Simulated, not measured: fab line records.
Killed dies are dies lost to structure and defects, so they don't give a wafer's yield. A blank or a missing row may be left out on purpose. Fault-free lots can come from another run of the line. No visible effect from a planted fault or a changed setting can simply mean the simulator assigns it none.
A sampling plan put to the test    flow sky130    each of the 16 faults these records tell of, on one fab line, judged from the records of the lots it struck
The plan consists of the line's own looks: route steps at which the wafer is read by a gauge or an inspection but not changed. Where struck wafers have a number at a look and the file lists that look's usual mean and standard deviation on fault-free wafers, the look can be judged. Caught: a look later than the fault's first step finds the struck wafers' mean 4 or more of those standard deviations (sigma) from the usual mean. On the tool: the same test on the tool's own readings at the fault's steps. If the struck wafers alone have a blank record, or they carry another recipe, that too counts as caught.

THE FAULTS, as the simulator had put them in
1. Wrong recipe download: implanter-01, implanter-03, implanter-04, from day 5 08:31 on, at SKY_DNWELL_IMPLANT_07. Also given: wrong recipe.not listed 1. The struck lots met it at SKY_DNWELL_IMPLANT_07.
2. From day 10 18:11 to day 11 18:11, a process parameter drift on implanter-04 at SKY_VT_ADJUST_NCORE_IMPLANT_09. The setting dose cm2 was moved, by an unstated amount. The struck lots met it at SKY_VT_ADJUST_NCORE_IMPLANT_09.
3. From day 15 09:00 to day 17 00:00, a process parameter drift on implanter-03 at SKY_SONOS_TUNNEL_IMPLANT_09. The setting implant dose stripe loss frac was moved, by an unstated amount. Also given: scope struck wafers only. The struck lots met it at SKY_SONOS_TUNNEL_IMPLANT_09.
4. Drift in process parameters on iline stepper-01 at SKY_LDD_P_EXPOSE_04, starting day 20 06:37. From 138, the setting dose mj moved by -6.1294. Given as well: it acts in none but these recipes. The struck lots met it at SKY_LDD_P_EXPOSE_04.
5. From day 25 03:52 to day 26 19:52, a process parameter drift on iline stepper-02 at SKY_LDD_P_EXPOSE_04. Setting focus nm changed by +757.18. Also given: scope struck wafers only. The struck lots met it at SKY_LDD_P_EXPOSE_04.
6. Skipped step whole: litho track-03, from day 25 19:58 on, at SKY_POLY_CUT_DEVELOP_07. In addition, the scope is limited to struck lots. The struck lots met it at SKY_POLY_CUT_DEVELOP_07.
7. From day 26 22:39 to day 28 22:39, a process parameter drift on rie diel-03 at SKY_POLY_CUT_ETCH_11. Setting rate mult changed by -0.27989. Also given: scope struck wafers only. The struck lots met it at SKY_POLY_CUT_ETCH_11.
8. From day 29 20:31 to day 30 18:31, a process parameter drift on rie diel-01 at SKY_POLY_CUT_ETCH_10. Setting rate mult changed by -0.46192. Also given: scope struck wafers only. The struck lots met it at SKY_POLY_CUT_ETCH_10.
9. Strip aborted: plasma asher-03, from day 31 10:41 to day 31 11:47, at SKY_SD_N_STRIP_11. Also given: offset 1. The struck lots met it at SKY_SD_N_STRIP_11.
10. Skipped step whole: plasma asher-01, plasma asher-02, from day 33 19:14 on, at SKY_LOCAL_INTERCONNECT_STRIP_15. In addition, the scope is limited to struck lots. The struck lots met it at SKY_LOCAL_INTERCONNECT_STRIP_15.
11. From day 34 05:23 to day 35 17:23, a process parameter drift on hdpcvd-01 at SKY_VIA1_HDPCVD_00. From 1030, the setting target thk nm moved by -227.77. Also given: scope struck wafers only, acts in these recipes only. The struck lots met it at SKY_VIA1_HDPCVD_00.
12. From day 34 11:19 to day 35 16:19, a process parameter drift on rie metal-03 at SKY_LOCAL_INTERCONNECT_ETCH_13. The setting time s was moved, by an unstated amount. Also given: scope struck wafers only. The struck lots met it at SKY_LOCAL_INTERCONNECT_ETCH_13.
13. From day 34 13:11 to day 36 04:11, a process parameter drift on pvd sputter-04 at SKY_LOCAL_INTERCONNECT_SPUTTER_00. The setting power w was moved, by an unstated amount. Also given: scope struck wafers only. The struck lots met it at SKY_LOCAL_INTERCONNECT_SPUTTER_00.
14. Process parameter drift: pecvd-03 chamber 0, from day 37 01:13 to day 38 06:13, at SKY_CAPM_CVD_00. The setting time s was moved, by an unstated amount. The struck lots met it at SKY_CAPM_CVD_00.
15. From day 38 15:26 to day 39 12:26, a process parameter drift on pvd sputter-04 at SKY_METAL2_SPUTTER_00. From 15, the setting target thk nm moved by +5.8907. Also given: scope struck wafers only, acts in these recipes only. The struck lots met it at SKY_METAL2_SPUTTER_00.
16. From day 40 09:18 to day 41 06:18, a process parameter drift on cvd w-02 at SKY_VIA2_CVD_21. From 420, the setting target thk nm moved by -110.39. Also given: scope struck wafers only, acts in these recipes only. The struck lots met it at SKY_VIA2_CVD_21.

WHAT THE PLAN SAW
fault  on the tool itself                                first look that catches it                    reading, sigma                                                                   median hours from its first step to that look  hours from the fault's start to the first struck lot there  judged looks passed uncaught
1      no reading that can be judged                     SKY_DNWELL_TW_MEAS_09                         DNWELL_TW +74                                                                    0.2                                            1                                                           0
2      dose ions cm2 -99 or beyond sigma                 SKY_VT_ADJUST_NCORE_TW_MEAS_11                VT_ADJUST_NCORE_TW -53                                                           0.2                                            16                                                          0
3      no reading that can be judged                     SKY_SONOS_TUNNEL_TW_MEAS_12                   SONOS_TUNNEL_TW -6.6                                                             0.4                                            5                                                           0
4      exposure dose mJ cm2 -37 sigma                    SKY_LDD_P_CD_MEAS_07                          cd nm -5.8                                                                       15.0                                           25                                                          0
5      no reading that can be judged                     SKY_LDD_P_CD_MEAS_07                          cd nm -5.3                                                                       14.0                                           22                                                          0
6      no reading that can be judged                     no look after it can be judged                -                                                                                -                                              -                                                           0
7      only faintly: oes product au -3.1 sigma           no look after it can be judged                -                                                                                -                                              -                                                           0
8      oes product au -28 sigma                          no look after it can be judged                -                                                                                -                                              -                                                           0
9      oes product au -45 sigma                          not the one look that can be judged after it  -                                                                                -                                              -                                                           1
10     the tool's record is blank for the struck wafers  no look after it can be judged                -                                                                                -                                              -                                                           0
11     under 2 sigma                                     SKY_VIA1_THK_MEAS_01                          VIA1_HDPCVD_THK -19                                                              0.1                                            3                                                           0
12     run length s +16 sigma                            not the one look that can be judged after it  -                                                                                -                                              -                                                           1
13     cathode dc power W -99 or beyond sigma            not the one look that can be judged after it  strongest: LOCAL_INTERCONNECT_TIN_RS at SKY_LOCAL_INTERCONNECT_RS_MEAS_01, +3.2  -                                              -                                                           1
14     under 2 sigma                                     SKY_CAPM_THK_MEAS_01                          CAPM_CVD_00_THK -8.7                                                             0.0                                            13                                                          0
15     under 2 sigma                                     no look after it can be judged                -                                                                                -                                              -                                                           0
16     under 2 sigma                                     SKY_VIA2_RS_MEAS_22                           VIA2_W_RS +36                                                                    0.1                                            9                                                           0
A dash: this means the fault isn't caught or the number doesn't appear in these records.

Caught at a look: 8 of 16. Caught on the tool: 7 of 16. By one or the other: 13 of 16.
On the tool alone, faults 8, 9, 10, 12, 13 were caught.
Caught at a look alone: faults 1, 3, 5, 11, 14, 16.
Caught by neither: faults 6, 7, 15.

THINNER SAMPLING
Were the look that catches a fault to measure just every second or every third lot (counted by lot number), the first struck lot would, at worst, be measured this late:
fault  struck lots at that look, in order of time  every lot  every second lot  every third lot
1      L721, L720, L722, L723                      1 h        2 h               3 h
2      L206, L208                                  16 h       may miss all 2    may miss all 2
3      L522                                        5 h        may miss it       may miss it
4      L540, L542, L544                            25 h       may miss all 3    67 h
5      L214, L215                                  22 h       24 h              may miss all 2
11     L208, L209                                  3 h        11 h              may miss all 2
14     L793, L794                                  13 h       19 h              may miss all 2
16     L667, L668                                  9 h        15 h              may miss all 2
Hours are from the fault's start to the first struck lot that is measured. The test against the limit of 4 sigma pooled every struck wafer, which means one lot taken alone may stay below that limit. Other struck lots may not be in these records.

THE LONGEST TIMED WAY FROM STEP TO LOOK
Fault 4: median gap of 15.0 hours between SKY_LDD_P_EXPOSE_04 and SKY_LDD_P_CD_MEAS_07. No look between them can be judged.
